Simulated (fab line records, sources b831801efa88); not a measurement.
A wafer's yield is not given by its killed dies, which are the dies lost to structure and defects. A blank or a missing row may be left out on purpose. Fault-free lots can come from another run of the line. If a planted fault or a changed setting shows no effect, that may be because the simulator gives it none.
8D (eight disciplines) problem report, filled in by code :: flow gf180mcu :: the parts of the form that need people (team, actions taken, sign-off) are left out

== 1. PROBLEM STATEMENT ==
At GF_STI_PEB_10, heater power total W averages 86.61 W over 3 wafers from 3 lots, while fault-free wafers read 85.71 W, standard deviation 0.082. Relative to the usual mean, that is a shift of +11 standard deviations.
The step: peb time 90 s.
Seen first at day 4 15:31 on litho track-01, wafer L392.1. The record holds 43 wafers of 15 lots with a number at this step. Rule for "out" (also "out of limits"): further than 4 standard deviations from the usual mean. Any other wafer with a number is counted as sound.

== 2. WHAT IT IS; WHAT IT IS NOT ==
question: which readings at this step
is: heater power total W
is not: -

question: which lots
is: L392, L393, L394
is not: L380, L381, L382, L383, L384, L386, L387, L388, L389, L400, L401, L403

question: which wafers of those lots
is: L392.1, L393.1, L394.3
is not: L392.2, L393.4, L393.5, L394.6

question: read on which tools
is: litho track-01
is not: litho track-03, litho track-04

question: when
is: from day 4 15:31
is not: up to then (28 sound wafers); but 12 sound wafers of L393, L394, L400, L401, L403 came after

== 3. THE SUSPECTS, EACH WITH WHAT RULES IT OUT ==
Counting: any tool at a process step up to the reading remains a suspect provided it ran every lot that is out. Sound lots after the first of them don't rule it out here, since some wafers of a struck lot are sound.
- litho track-01 at GF_STI_PEB_10 (peb time 90 s): kept. Every lot that is out went through it, the first being L392 (day 4 15:31); the last sound lot it ran before that was L388 (day 3 18:26). On those wafers its own readings are out: heater power total W.
Remaining after the count: litho track-01 at GF_STI_PEB_10.

== 4. THE CAUSE (what the simulator had put in) ==
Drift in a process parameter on litho track-01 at GF_STI_PEB_10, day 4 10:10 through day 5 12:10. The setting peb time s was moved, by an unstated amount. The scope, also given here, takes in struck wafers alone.
After counting, this tool was the only one left.

== 5. SEQUENCE OF EFFECTS, ordered by route ==
Each row: a reading where the mean over the struck wafers with a number is more than 3 standard deviations away from the usual. Only readings for which the record gives a usual standard deviation are gone through. hours: the time from each lot's start at the first step in this table that gives one to its start at this step, as a median over the lots. sigmas: the change in usual standard deviations.
hours: 0
step: GF_STI_PEB_10
reading: heater power total W
usual: 85.71 W
on struck wafers: 86.61
change: +0.90
sigmas: +11
Process steps it contains:
- GF_STI_PEB_10: peb time 90 s.
Readings that are blank on the struck wafers while sound wafers have them: plate temp C at GF_STI_PEB_10.
Later steps that measure or inspect, where all struck wafers having a row at the step show a number for every such reading and not one has moved that far: GF_STI_THK_MEAS_22, GF_MVSD_TW_MEAS_11, GF_MVPSD_OVL_MEAS_07.

== 6. HOW IT WOULD HAVE BEEN CAUGHT EARLIER ==
5 hours passed between the start of the fault at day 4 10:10 and the first reading out of limits in this record, taken at day 4 15:31.
